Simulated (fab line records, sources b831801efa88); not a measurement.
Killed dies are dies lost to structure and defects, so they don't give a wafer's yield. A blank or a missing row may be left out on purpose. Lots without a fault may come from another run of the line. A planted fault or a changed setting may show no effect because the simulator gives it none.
A struck lot beside a sound one | flow gf180mcu | 14 steps out of a route of 602
Sound: wafers L169.1, L169.2, L169.3. Struck: wafers L184.3, L184.4, L184.6. The cause comes at the end.
At each step with rows: each side's tool, then ch and its chambers, then its first start. Under that, the readings that differ: sound wafers | struck wafers | difference of the means | sigmas: that difference in standard deviations of wafers without a fault.
alike: readings whose means differ by less than 2 such deviations, and words and numbers that are the same on both sides. not compared: withheld readings, readings that some wafer has no value for, bounds like >300 that may hide the same value, and numbers for which the record gives no deviation and whose values overlap.
The two part at a step that has a row with sigmas, a row that says differs or no value, or rows on one side only. Numbers that don't overlap but have no deviation are shown without sigmas and don't part them. A reading that every wafer of one side lacks parts them only if that side has two wafers or more.

GF_V2_THK_MEAS_01:
  sound on film_metro-03, day 19 02:32; struck on film_metro-04, day 24 16:12
  alike: V2_CVD_00_THK
GF_V2_CVD_02: deposits SiO2 from TEOS, target thk 850 nm, time 94.851 s.
  sound on pecvd-02 ch 0,1,2, day 19 02:36; struck on pecvd-02 ch 0,1,2, day 24 16:14
  alike: heater_power_w
GF_V2_THK_MEAS_03:
  sound on film_metro-04, day 19 02:40; struck on film_metro-01, day 24 16:20
  alike: V2_CVD_02_THK
GF_V2_CMP_04: polishes SiO2.
  sound on cmp-02 ch 1,2,3, day 19 02:44; struck on cmp-02 ch 1,2,3, day 24 16:22
  alike: edge_zone_pressure_frac, motor_current_A, slurry_filter_dp_kPa, time_to_endpoint_s
GF_V2_BOW_MEAS_05:
  sound on film_metro-04, day 19 03:02; struck on film_metro-01, day 24 16:43
  alike: V2_BOW
then, 7 steps without rows for these wafers: GF_V2_DEHYDRATE_06 (time 60 s); GF_V2_HMDS_07 (prime time 60 s); GF_V2_COAT_08; GF_V2_COAT_09 (resist thk 1000 nm); GF_V2_SOFTBAKE_10 (time 60 s); GF_V2_EXPOSE_11 (exposes mask Via2, target cd 260 nm); GF_V2_PEB_12 (peb time 90 s).
GF_V2_DEVELOP_13: develop time 60 s.
  sound on litho_track-01 ch 0, day 20 03:33; struck on litho_track-01, day 25 13:27
  no value came back on the struck wafers for chill_plate_temp_C (C), develop_time_s (s); on the sound wafers chill_plate_temp_C (C) reads 22.95 23.01 23.02
  reading                             | sound             | struck            | difference | sigmas
  model.KrF_of_V2_COAT_09.thk_nm (nm) | 986.4 986.2 982.8 | 997.8 994.7 996.6 | +11.2      |
GF_V2_CD_MEAS_14: target cd 260 nm.
  sound on cd_sem-01, day 20 03:42; struck on cd_sem-02, day 25 13:37
  reading    | sound             | struck | difference                    | sigmas
  cd_nm (nm) | 259.2 259.6 260.1 | - - -  | no value on the struck wafers |

WHERE THEY PART
First at GF_V2_DEVELOP_13; last, within this record, at GF_V2_CD_MEAS_14.

WHY: what the simulator had put in
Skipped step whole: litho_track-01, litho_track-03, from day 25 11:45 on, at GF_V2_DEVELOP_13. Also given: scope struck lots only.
